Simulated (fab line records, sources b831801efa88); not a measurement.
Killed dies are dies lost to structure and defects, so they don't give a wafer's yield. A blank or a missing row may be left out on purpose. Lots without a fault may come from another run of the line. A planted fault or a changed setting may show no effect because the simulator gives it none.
Problem report in the 8D (eight disciplines) form, filled by code | flow sky130 | the parts of the form that need people (team, actions taken, sign-off) are left out

1. THE PROBLEM
killed_at_front_end at SKY_PAD_OPEN_PROBE_99 reads a mean of 49 on 3 wafers of 2 lots; wafers without a fault read 16 with a standard deviation of 4.4. That is +7.5 standard deviations from the usual mean.
First seen on wafer L997.3, day 49 21:29, on prober-01. The record holds 36 wafers of 12 lots with a number at this step. Rule for "out", or "out of limits": more than 4 standard deviations from the usual mean. The other wafers with a number count as sound.

2. WHAT IT IS AND WHAT IT IS NOT
question                    | is                     | is not
which readings at this step | killed_at_front_end    | killed_at_M0_to_M3, killed_at_M4_up, killed_at_contacts, killed_at_other, killed_open, killed_short
which lots                  | L996, L997             | L102, L107, L985, L986, L989, L990, L991, L992, L998, L999
which wafers of those lots  | L996.1, L997.3, L997.6 | L996.4, L996.5, L997.4
read on which tools         | prober-01, prober-02   | -
when                        | from day 49 21:29      | up to then (18 sound wafers); but 15 sound wafers of L102, L107, L996, L997, L998, L999 came after

3. SUSPECTS, AND WHAT RULES EACH OUT
Counting: a tool at a process step up to the reading stays a suspect if it ran every lot that is out. Sound lots after the first of them don't rule it out here, since some wafers of a struck lot are sound.
- plasma_asher-01 at SKY_POLY_CUT_STRIP_12 (strips in O2/N2): kept. It ran every lot that is out, first L997 (day 29 12:08); its last sound lot up to then is L992 (day 28 04:55).
- plasma_asher-03 at SKY_PAD_OPEN_STRIP_08 (strips in O2/N2): kept. It ran every lot that is out, first L997 (day 49 19:12); its last sound lot up to then is L992 (day 48 21:41).
- Within plasma_asher-01 at SKY_POLY_CUT_STRIP_12: the wafers that are out ran in chamber 0; their sound lot-mates ran in chamber 1.
Left after counting: plasma_asher-01 at SKY_POLY_CUT_STRIP_12, plasma_asher-03 at SKY_PAD_OPEN_STRIP_08.

4. THE CAUSE (what the simulator had put in)
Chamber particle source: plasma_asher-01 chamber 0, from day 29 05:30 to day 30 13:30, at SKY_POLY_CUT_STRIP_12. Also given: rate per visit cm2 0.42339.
Counting left 2 suspects, and this tool is among them.

5. THE CHAIN OF EFFECTS, in route order
Each row: a reading whose mean over the struck wafers that have a number lies more than 3 standard deviations from the usual. Only readings for which the record gives a usual standard deviation are gone through. hours: the time from each lot's start at the first step in this table that gives one to its start at this step, as a median over the lots. sigmas: the change in usual standard deviations.
hours | step                  | reading             | usual | on struck wafers | change | sigmas
0     | SKY_PAD_OPEN_PROBE_99 | killed_at_front_end | 16    | 49               | +33    | +7.5
0     | SKY_PAD_OPEN_PROBE_99 | killed_dies         | 86    | 118              | +32    | +3.4
The process steps in it:
- SKY_PAD_OPEN_PROBE_99

6. WHAT WOULD HAVE CAUGHT IT SOONER
In this record the first reading out of limits was taken at day 49 21:29, 496 hours after the fault began at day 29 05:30.
Of the tool readings at SKY_POLY_CUT_STRIP_12 for which the record gives a usual standard deviation, none was out on any struck wafer, so an alarm limit of 4 standard deviations on them would not have fired.
All the lots that are out (2) had begun SKY_POLY_CUT_STRIP_12 on plasma_asher-01 by day 49 21:29. A hold on the tool at that time would have spared none of them.
